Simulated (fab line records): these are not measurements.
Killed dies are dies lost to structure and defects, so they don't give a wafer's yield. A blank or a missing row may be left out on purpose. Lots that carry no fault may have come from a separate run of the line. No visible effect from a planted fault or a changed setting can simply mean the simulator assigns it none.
The tool behind it: which one? ; flow sky130 ; 27 wafers from 9 lots sampled at 2 of the route's 708 steps

WHAT THE GAUGES READ, wafer by wafer
SKY_VT_ADJUST_LVTN_TW_MEAS_10.
lot;measured;on;VT_ADJUST_LVTN_TW
L413;day 7 00:33;film-metro-02;243.0 241.7 242.7
L414;day 7 01:49;film-metro-02;240.8 241.0 242.5
L415;day 7 07:11;film-metro-04;239.7 239.2 240.4
L416;day 7 20:04;film-metro-03;240.4 240.5 241.9
L417;day 8 01:19;film-metro-03;243.1 242.1 243.6
L420;day 8 20:43;film-metro-03;241.9 242.7 243.1
L422;day 9 07:53;film-metro-04;242.4 242.6 242.4
L425;day 10 05:28;film-metro-02;375.7 375.0 374.4
L426;day 10 11:31;film-metro-04;374.1 373.2 373.7

EACH LOT AND THE TOOL THAT RAN IT (in order: tool; ch and the chambers of the sampled wafers; start)
lot;SKY_VT_ADJUST_LVTN_IMPLANT_08
L413;implanter-03 ch 0, day 7 00:18
L414;implanter-03 ch 0, day 7 01:35
L415;implanter-01 ch 0, day 7 06:58
L416;implanter-03 ch 0, day 7 19:50
L417;implanter-04 ch 0, day 8 01:04
L420;implanter-01 ch 0, day 8 20:28
L422;implanter-03 ch 0, day 9 07:41
L425;implanter-04 ch 0, day 10 05:13
L426;implanter-01 ch 0, day 10 11:17
- SKY_VT_ADJUST_LVTN_IMPLANT_08

THE ANSWER, worked out from the rows above alone
Rule: the usual values come from the lots themselves. The widest of any qualifying gaps counts: lots, ordered by their means at a reading, are off when they make up no more than a third of the lots, leave a main group of 4 or more, and stand apart from it by 3 or more times the standard deviation of that group's means. If all means in a main group match to the digits the tables above print for the reading, that group is not used. Also off: a lot with no number at a reading for which 4 or more lots have one. Where the step has rows for the other lots, those lots are counted as sound.
Off: at SKY_VT_ADJUST_LVTN_TW_MEAS_10 (VT_ADJUST_LVTN_TW), L425, L426. The main group has a mean of 241.8 with a standard deviation of 1.1.
If a tool, at a process step before that reading, ran all the lots that are off and no sound lot after the first of them, it fits. Those tools and the gauges at SKY_VT_ADJUST_LVTN_TW_MEAS_10 are tried in the same way. No candidate that was tried fits.

WHAT THE SIMULATOR HAD PUT IN
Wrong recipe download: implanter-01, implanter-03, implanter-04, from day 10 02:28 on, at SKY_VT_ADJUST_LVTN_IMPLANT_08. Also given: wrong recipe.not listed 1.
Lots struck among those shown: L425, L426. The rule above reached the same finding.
